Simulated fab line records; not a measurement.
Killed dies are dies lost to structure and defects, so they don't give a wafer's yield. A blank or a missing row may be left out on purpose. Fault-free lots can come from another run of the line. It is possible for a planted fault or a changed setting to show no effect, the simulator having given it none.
Chamber matching | flow gf180mcu | GF_STI_ETCH_14 on rie si-01: 4 sister chambers
The step etches Si in HBr/Cl2/O2, target depth 360 nm, time 102.9 s. 14 wafers are shown with their chamber, then 7 later ones without.

== EACH WAFER AND ITS CHAMBER ==
wafer  | chamber | drypump motor current A (A) | oes product au (a.u.) | throttle valve pct (%)
L847.1 | 0       | 6.0                         | 0.985                 | 25.675
L847.3 | 2       | 5.5                         | 0.992                 | 25.653
L847.5 | 2       | 5.5                         | 0.993                 | 25.657
L851.1 | 1       | 5.3                         | 1.001                 | 25.665
L851.3 | 3       | 6.2                         | 0.995                 | 25.648
L851.5 | 2       | 5.5                         | 1.005                 | 25.660
L861.3 | 1       | 5.3                         | 1.008                 | 25.651
L861.5 | 0       | 5.9                         | 1.001                 | 25.651
L861.6 | 1       | 5.3                         | 1.007                 | 25.626
L863.2 | 0       | 5.9                         | 1.000                 | 25.670
L863.4 | 1       | 5.3                         | 0.999                 | 25.660
L863.6 | 3       | 6.2                         | 1.006                 | 25.670
L864.3 | 2       | 5.5                         | 1.001                 | 25.664
L864.5 | 2       | 5.5                         | 1.005                 | 25.671

SIGNATURES, as means of the wafers listed above
reading                 | chamber 0 | chamber 1 | chamber 2 | chamber 3 | scatter within a chamber
drypump motor current A | 5.933     | 5.300     | 5.500     | 6.200     | 0.0258
oes product au          | 0.99533   | 1.00375   | 0.99920   | 1.00050   | 0.00664
throttle valve pct      | 25.66533  | 25.65050  | 25.66100  | 25.65900  | 0.0129
Rule: for a wafer and a chamber, the distance is found by dividing, reading by reading, the gap between the wafer's reading and the chamber's mean by the reading's scatter, squaring, summing and taking the root. The wafer belongs to the nearest chamber; if the next one is less than 2 further off, it can't be placed. The scatter: take each reading less its chamber's mean, square it, sum over the shown wafers, divide by the number of wafers less the number of chambers, and take the root.

== WAFERS WHOSE CHAMBER IS MISSING ==
wafer  | drypump motor current A (A) | oes product au (a.u.) | throttle valve pct (%)
L864.6 | 6.2                         | 0.990                 | 25.679
L866.3 | 6.2                         | 1.008                 | 25.657
L866.4 | 5.3                         | 1.014                 | 25.659
L866.6 | 5.3                         | 1.009                 | 25.663
L868.2 | 6.2                         | 0.994                 | 25.659
L868.3 | 5.9                         | 0.996                 | 25.664
L868.4 | 5.3                         | 1.001                 | 25.661

== WHICH CHAMBER EACH ONE RAN IN ==
wafer  | from the rows above | in truth
L864.6 | 3                   | 3
L866.3 | 3                   | 3
L866.4 | 1                   | 1
L866.6 | 1                   | 1
L868.2 | 3                   | 3
L868.3 | 0                   | 0
L868.4 | 1                   | 1
Placed correctly: 7 of 7. Can't be placed from these rows: 0. Number placed wrongly: 0.
